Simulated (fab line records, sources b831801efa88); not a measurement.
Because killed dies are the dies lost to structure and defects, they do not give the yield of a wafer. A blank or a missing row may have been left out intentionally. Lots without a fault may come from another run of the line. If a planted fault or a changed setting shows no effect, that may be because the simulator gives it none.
Which of the tools did it? || flow sky130 || 36 wafers from 12 lots sampled at 4 of the route's 708 steps

## WHAT THE GAUGES READ, wafer by wafer
SKY_VIA3_BOW_MEAS_03. Usual: VIA3_BOW 81 um, standard deviation 7.5.
{"lot": "L907", "measured": "day 39 02:00", "on": "film metro-03", "VIA3_BOW (um)": "87 71 75", "flag": ""}
{"lot": "L908", "measured": "day 39 06:09", "on": "film metro-01", "VIA3_BOW (um)": "81 80 93", "flag": ""}
{"lot": "L910", "measured": "day 39 19:17", "on": "film metro-02", "VIA3_BOW (um)": "77 80 80", "flag": ""}
{"lot": "L911", "measured": "day 40 04:35", "on": "film metro-02", "VIA3_BOW (um)": "72 94 77", "flag": ""}
{"lot": "L913", "measured": "day 40 17:39", "on": "film metro-03", "VIA3_BOW (um)": "80 94 85", "flag": ""}
{"lot": "L914", "measured": "day 40 22:46", "on": "film metro-02", "VIA3_BOW (um)": "70 71 89", "flag": ""}
{"lot": "L915", "measured": "day 41 14:06", "on": "film metro-01", "VIA3_BOW (um)": "83 84 85", "flag": ""}
{"lot": "L916", "measured": "day 41 19:32", "on": "film metro-02", "VIA3_BOW (um)": "81 92 78", "flag": ""}
{"lot": "L917", "measured": "day 42 01:40", "on": "film metro-02", "VIA3_BOW (um)": "84 76 82", "flag": ""}
{"lot": "L918", "measured": "day 42 03:46", "on": "film metro-01", "VIA3_BOW (um)": "84 84 99", "flag": ""}
{"lot": "L919", "measured": "day 42 16:35", "on": "film metro-02", "VIA3_BOW (um)": "77 70 81", "flag": ""}
{"lot": "L920", "measured": "day 42 17:35", "on": "film metro-01", "VIA3_BOW (um)": "82 80 78", "flag": ""}

SKY_VIA3_RS_MEAS_22: measures by four-point-probe. Usual: VIA3_W_RS 0.2924 ohm/sq, standard deviation 0.0028.
{"lot": "L907", "measured": "day 40 03:54", "on": "film metro-03", "VIA3_W_RS (ohm/sq)": "0.2934 0.2905 0.2931", "flag": ""}
{"lot": "L908", "measured": "day 40 07:55", "on": "film metro-03", "VIA3_W_RS (ohm/sq)": "0.2856 0.2934 0.2892", "flag": ""}
{"lot": "L910", "measured": "day 40 20:53", "on": "film metro-01", "VIA3_W_RS (ohm/sq)": "0.2917 0.2908 0.2849", "flag": ""}
{"lot": "L911", "measured": "day 41 05:31", "on": "film metro-02", "VIA3_W_RS (ohm/sq)": "0.2893 0.2955 0.2912", "flag": ""}
{"lot": "L913", "measured": "day 41 18:45", "on": "film metro-03", "VIA3_W_RS (ohm/sq)": "0.2918 0.2950 0.2899", "flag": ""}
{"lot": "L914", "measured": "day 42 00:09", "on": "film metro-02", "VIA3_W_RS (ohm/sq)": "0.2938 0.2924 0.2930", "flag": ""}
{"lot": "L915", "measured": "day 42 14:46", "on": "film metro-01", "VIA3_W_RS (ohm/sq)": "0.2944 0.2951 0.2953", "flag": ""}
{"lot": "L916", "measured": "day 42 20:28", "on": "film metro-03", "VIA3_W_RS (ohm/sq)": "0.2890 0.2885 0.2912", "flag": ""}
{"lot": "L917", "measured": "day 43 01:46", "on": "film metro-02", "VIA3_W_RS (ohm/sq)": "0.2883 0.2953 0.2869", "flag": ""}
{"lot": "L918", "measured": "day 43 04:20", "on": "film metro-03", "VIA3_W_RS (ohm/sq)": "0.2895 0.2893 0.2957", "flag": ""}
{"lot": "L919", "measured": "day 43 16:28", "on": "film metro-03", "VIA3_W_RS (ohm/sq)": "0.2896 0.2949 0.2887", "flag": ""}
{"lot": "L920", "measured": "day 43 16:50", "on": "film metro-01", "VIA3_W_RS (ohm/sq)": "0.2915 0.2955 0.2920", "flag": ""}

## TOOL THAT RAN EACH LOT (tool first, then ch and the chambers of the sampled wafers, then the start)
{"lot": "L907", "SKY_VIA3_CMP_02": "cmp-02 ch 2,3, day 39 01:44", "SKY_VIA3_ETCH_15": "rie diel-02 ch 1,2,3, day 40 03:02"}
{"lot": "L908", "SKY_VIA3_CMP_02": "cmp-02 ch 0,2,3, day 39 05:51", "SKY_VIA3_ETCH_15": "rie diel-02 ch 0,2,3, day 40 07:05"}
{"lot": "L910", "SKY_VIA3_CMP_02": "cmp-01 ch 0,1,2, day 39 19:04", "SKY_VIA3_ETCH_15": "rie diel-04 ch 0,2,3, day 40 20:02"}
{"lot": "L911", "SKY_VIA3_CMP_02": "cmp-01 ch 0,1,3, day 40 04:16", "SKY_VIA3_ETCH_15": "rie diel-04 ch 0,1,2, day 41 04:14"}
{"lot": "L913", "SKY_VIA3_CMP_02": "cmp-01 ch 0,1, day 40 17:21", "SKY_VIA3_ETCH_15": "rie diel-04 ch 0,1,2, day 41 17:55"}
{"lot": "L914", "SKY_VIA3_CMP_02": "cmp-02 ch 1,2,3, day 40 22:28", "SKY_VIA3_ETCH_15": "rie diel-02 ch 0,2,3, day 41 23:17"}
{"lot": "L915", "SKY_VIA3_CMP_02": "cmp-02 ch 0,2,3, day 41 13:48", "SKY_VIA3_ETCH_15": "rie diel-04 ch 0,2, day 42 13:55"}
{"lot": "L916", "SKY_VIA3_CMP_02": "cmp-01 ch 1,2,3, day 41 19:14", "SKY_VIA3_ETCH_15": "rie diel-02 ch 1,2,3, day 42 19:38"}
{"lot": "L917", "SKY_VIA3_CMP_02": "cmp-01 ch 2,3, day 42 01:24", "SKY_VIA3_ETCH_15": "rie diel-03 ch 0,3, day 43 00:55"}
{"lot": "L918", "SKY_VIA3_CMP_02": "cmp-01 ch 1,2, day 42 03:28", "SKY_VIA3_ETCH_15": "rie diel-02 ch 0,1, day 43 03:28"}
{"lot": "L919", "SKY_VIA3_CMP_02": "cmp-01 ch 1,2,3, day 42 16:23", "SKY_VIA3_ETCH_15": "rie diel-03 ch 0,2, day 43 15:38"}
{"lot": "L920", "SKY_VIA3_CMP_02": "cmp-02 ch 0,2,3, day 42 17:19", "SKY_VIA3_ETCH_15": "rie diel-02 ch 2,3, day 43 15:59"}
- SKY_VIA3_CMP_02: polishes SiO2.
- SKY_VIA3_ETCH_15: etches SiO2 in C4F8/O2/Ar, stops on TiN, target depth 507 nm, time 78 s.

## AS READ BY THE TOOLS THEMSELVES (means over the sampled wafers that have a number; for cases with no such wafer, the mark the record gives instead)
SKY_VIA3_CMP_02. Usual: 11.4 A for motor current A, sd 0.95.
{"lot": "L907", "tool": "cmp-02", "motor current A (A)": 12.2, "flag": ""}
{"lot": "L908", "tool": "cmp-02", "motor current A (A)": 11.7, "flag": ""}
{"lot": "L910", "tool": "cmp-01", "motor current A (A)": 11.7, "flag": ""}
{"lot": "L911", "tool": "cmp-01", "motor current A (A)": 11.6, "flag": ""}
{"lot": "L913", "tool": "cmp-01", "motor current A (A)": 12.2, "flag": ""}
{"lot": "L914", "tool": "cmp-02", "motor current A (A)": 11.3, "flag": ""}
{"lot": "L915", "tool": "cmp-02", "motor current A (A)": 11.6, "flag": ""}
{"lot": "L916", "tool": "cmp-01", "motor current A (A)": 10.8, "flag": ""}
{"lot": "L917", "tool": "cmp-01", "motor current A (A)": 10.5, "flag": ""}
{"lot": "L918", "tool": "cmp-01", "motor current A (A)": 11.1, "flag": ""}
{"lot": "L919", "tool": "cmp-01", "motor current A (A)": 10.9, "flag": ""}
{"lot": "L920", "tool": "cmp-02", "motor current A (A)": 12.1, "flag": ""}

SKY_VIA3_ETCH_15. Usual: oes product au 0.946 a.u., standard deviation 0.0049; rf fwd power W 1487 W, standard deviation 5.
{"lot": "L907", "tool": "rie diel-02", "oes product au (a.u.)": 0.950, "rf fwd power W (W)": 1490, "flag": ""}
{"lot": "L908", "tool": "rie diel-02", "oes product au (a.u.)": 0.947, "rf fwd power W (W)": 1486, "flag": ""}
{"lot": "L910", "tool": "rie diel-04", "oes product au (a.u.)": 0.945, "rf fwd power W (W)": 1491, "flag": ""}
{"lot": "L911", "tool": "rie diel-04", "oes product au (a.u.)": 0.942, "rf fwd power W (W)": 1493, "flag": ""}
{"lot": "L913", "tool": "rie diel-04", "oes product au (a.u.)": 0.946, "rf fwd power W (W)": 1489, "flag": ""}
{"lot": "L914", "tool": "rie diel-02", "oes product au (a.u.)": 0.948, "rf fwd power W (W)": 1484, "flag": ""}
{"lot": "L915", "tool": "rie diel-04", "oes product au (a.u.)": 0.946, "rf fwd power W (W)": 1490, "flag": ""}
{"lot": "L916", "tool": "rie diel-02", "oes product au (a.u.)": 0.946, "rf fwd power W (W)": 1484, "flag": ""}
{"lot": "L917", "tool": "rie diel-03", "oes product au (a.u.)": 0.942, "rf fwd power W (W)": 1488, "flag": ""}
{"lot": "L918", "tool": "rie diel-02", "oes product au (a.u.)": 0.903, "rf fwd power W (W)": 1482, "flag": "OFF"}
{"lot": "L919", "tool": "rie diel-03", "oes product au (a.u.)": 0.901, "rf fwd power W (W)": 1491, "flag": "OFF"}
{"lot": "L920", "tool": "rie diel-02", "oes product au (a.u.)": 0.943, "rf fwd power W (W)": 1489, "flag": ""}

## THE ANSWER, worked out from the rows above alone
Rule: a lot is off if the mean of its wafers that have a number lies more than 3 standard deviations from the usual mean. Also off: a lot with no number at a reading for which 4 or more lots have one. Any other lot the step has rows for is counted as sound. The gauges are gone through in route order, then the tools' own readings, and for those a lot's mean is taken as printed above. At the first step where some lot is off, the reading lying furthest off is the one used; lots without a number count as furthest.
Off at SKY_VIA3_ETCH_15 (oes product au): L918, L919.
If a tool, at that step or one of the process steps before it, ran each lot that is off and ran no sound lot following the first of them, it fits. One fits: SKY_VIA3_CMP_02 on cmp-01. A fault onset in the window from L917 (day 42 01:24, its last sound lot) to L918 (day 42 03:28, its first lot off) fits.

## WHAT THE SIMULATOR HAD INSERTED
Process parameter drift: cmp-01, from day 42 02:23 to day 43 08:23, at SKY_VIA3_CMP_02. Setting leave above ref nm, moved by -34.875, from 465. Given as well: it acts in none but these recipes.
Struck lots among those shown: L918, L919. Same finding as the rule above.
